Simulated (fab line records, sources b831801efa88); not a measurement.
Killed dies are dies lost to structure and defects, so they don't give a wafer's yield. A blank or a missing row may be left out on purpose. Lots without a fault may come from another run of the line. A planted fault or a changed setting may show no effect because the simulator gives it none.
Chamber matching | flow sfq_line | SFQ_TRILAYER_I2_CMP_CMP_064 on cmp-01: 4 sister chambers
The step polishes SiO2. 8 wafers are shown with their chamber, then 7 later ones without.

WAFERS WITH THEIR CHAMBER
wafer  | chamber | motor_current_A (A) | time_to_endpoint_s (s)
L136.4 | 3       | 12.2                | 220
L140.1 | 3       | 11.7                | 217
L140.2 | 2       | 11.0                | 215
L143.2 | 1       | 9.7                 | 211
L143.4 | 2       | 11.9                | 204
L143.5 | 0       | 11.4                | 212
L145.1 | 0       | 12.3                | 208
L145.3 | 1       | 9.0                 | 213

WAFERS WITHOUT THEIR CHAMBER
wafer  | motor_current_A (A) | time_to_endpoint_s (s)
L145.5 | 11.8                | 217
L155.3 | 11.9                | 223
L155.5 | 12.0                | 225
L155.6 | 12.1                | 216
L158.3 | 12.7                | 203
L158.2 | 10.9                | 211
L158.5 | 9.7                 | 216

WHICH CHAMBER EACH WENT THROUGH
wafer  | from the rows above               | in truth
L145.5 | can't be placed: 3 or 0 or 2      | 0
L155.3 | can't be placed: 3 or 0           | 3
L155.5 | can't be placed: 3 or 0           | 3
L155.6 | can't be placed: 3 or 0 or 2      | 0
L158.3 | can't be placed: 0 or 2 or 3      | 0
L158.2 | can't be placed: 2 or 0 or 3 or 1 | 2
L158.5 | 1                                 | 1
Placed correctly: 1 of 7. Can't be placed from these rows: 6 (the true chamber is among the candidates in 6). Placed wrongly: 0.
How it was worked out, from the rows above alone: a wafer's distance from a chamber is the root of the sum, over the readings, of the square of ((its reading less the chamber's mean) divided by the reading's scatter). The wafer belongs to the nearest chamber; if the next one is less than 2 further off, it can't be placed. A chamber's mean is the mean of its shown wafers. The scatter: the root of (the sum of the squares of (reading less its chamber's mean) over the shown wafers, divided by (wafers less chambers)).
